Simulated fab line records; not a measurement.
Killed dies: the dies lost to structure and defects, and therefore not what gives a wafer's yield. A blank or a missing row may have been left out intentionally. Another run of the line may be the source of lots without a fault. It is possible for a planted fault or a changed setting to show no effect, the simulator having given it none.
Which of the tools did it? || flow sky130 || 7 lots (21 wafers sampled), 1 step of a 708-step route

## WHAT THE GAUGES READ, wafer by wafer
SKY_NWELL_OVL_MEAS_23.
{"lot": "L648", "measured": "day 5 12:19", "on": "overlay-01", "NWELL_01_OVL (nm)": "0.8 2.0 1.9"}
{"lot": "L650", "measured": "day 6 09:41", "on": "overlay-01", "NWELL_01_OVL (nm)": "0.4 -0.4 -0.3"}
{"lot": "L651", "measured": "day 6 18:37", "on": "overlay-02", "NWELL_01_OVL (nm)": "0.9 1.7 1.9"}
{"lot": "L654", "measured": "day 7 03:02", "on": "overlay-02", "NWELL_01_OVL (nm)": "0.4 -1.3 -1.1"}
{"lot": "L663", "measured": "day 9 05:28", "on": "overlay-01", "NWELL_01_OVL (nm)": "-0.5 -1.4 -2.4"}
{"lot": "L664", "measured": "day 10 00:41", "on": "overlay-02", "NWELL_01_OVL (nm)": "0.9 0.2 -0.2"}
{"lot": "L669", "measured": "day 10 18:13", "on": "overlay-02", "NWELL_01_OVL (nm)": "-2.4 -1.7 -3.6"}

## TOOL THAT RAN EACH LOT (tool first, then ch and the chambers of the sampled wafers, then the start)
Before these readings, the record contains no process step.

## THE ANSWER, worked out from the rows above alone
Rule: the usual values come from the lots themselves. The widest of any qualifying gaps counts: lots, ordered by their means at a reading, are off when they make up no more than a third of the lots, leave a main group of 4 or more, and stand apart from it by 3 or more times the standard deviation of that group's means. A main group whose means are all the same, to the digits that the tables above print for the reading, isn't used. Also off: a lot with no number at a reading for which 4 or more lots have one. Any other lot the step has rows for is counted as sound.
No lot is off on any of the readings shown, so nothing can be concluded from this.

## WHAT WAS PUT IN BY THE SIMULATOR
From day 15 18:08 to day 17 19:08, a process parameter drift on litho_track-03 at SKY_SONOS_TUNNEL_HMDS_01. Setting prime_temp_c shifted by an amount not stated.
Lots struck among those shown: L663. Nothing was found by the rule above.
